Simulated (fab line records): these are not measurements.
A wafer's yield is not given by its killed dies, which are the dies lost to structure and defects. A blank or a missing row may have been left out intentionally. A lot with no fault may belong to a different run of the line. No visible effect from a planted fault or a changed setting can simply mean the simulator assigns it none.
What tool caused it?    flow gf180mcu    6 lots, 18 wafers sampled, at 2 steps of a route of 602

WHAT EACH GAUGE READ, for each wafer
GF_HV_LDD_TW_MEAS_11.
lot   measured      on             HV_LDD_TW
L469  day 10 06:42  film metro-04  2425 2425 2442
L475  day 12 04:30  film metro-01  2296 2288 2287 2296 2285 2301
L479  day 13 08:21  film metro-04  2437 2440 2427
L483  day 14 17:18  film metro-02  2398 2377 2378
L488  day 16 07:29  film metro-02  2376 2379 2374
L490  day 16 17:58  film metro-01  2420 2417 2418

EACH LOT AND THE TOOL THAT RAN IT (in order: tool; ch and the chambers of the sampled wafers; start)
lot   GF_HV_LDD_IMPLANT_09
L469  implanter-04 ch 0, day 10 06:27
L475  implanter-02 ch 0, day 12 04:15
L479  implanter-04 ch 0, day 13 08:06
L483  implanter-04 ch 0, day 14 17:03
L488  implanter-04 ch 0, day 16 07:15
L490  implanter-03 ch 0, day 16 17:43
- GF_HV_LDD_IMPLANT_09

THE ANSWER, worked out from the rows above alone
Rule: what is usual is taken from the lots themselves. Put in order of their means at a reading, lots are off if they are a third of the lots or fewer, leave a main group of 4 or more, and stand apart from it by a gap of 3 or more times the standard deviation of the main group's means; of several such gaps the widest counts. A main group whose means are all the same, to the digits that the tables above print for the reading, isn't used. Also off: a lot with no number at a reading for which 4 or more lots have one. Where the step has rows for the other lots, those lots are counted as sound.
Off: L475, at GF_HV_LDD_TW_MEAS_11 (HV_LDD_TW). The main group has a mean of 2409 with a standard deviation of 24.
If a tool, at a process step before that reading, ran all the lots that are off and no sound lot after the first of them, it fits. Gauges at GF_HV_LDD_TW_MEAS_11: tried the same way as those tools. One fits: GF_HV_LDD_IMPLANT_09 on implanter-02. It ran no sound lot before its first lot that is off in this sample, so the start can't be narrowed down.

WHAT THE SIMULATOR PUT IN
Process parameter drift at GF_HV_LDD_IMPLANT_09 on implanter-02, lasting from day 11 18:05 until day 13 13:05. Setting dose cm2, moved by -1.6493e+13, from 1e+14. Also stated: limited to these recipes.
Lots struck among those shown: L475. The same result came from the rule above.
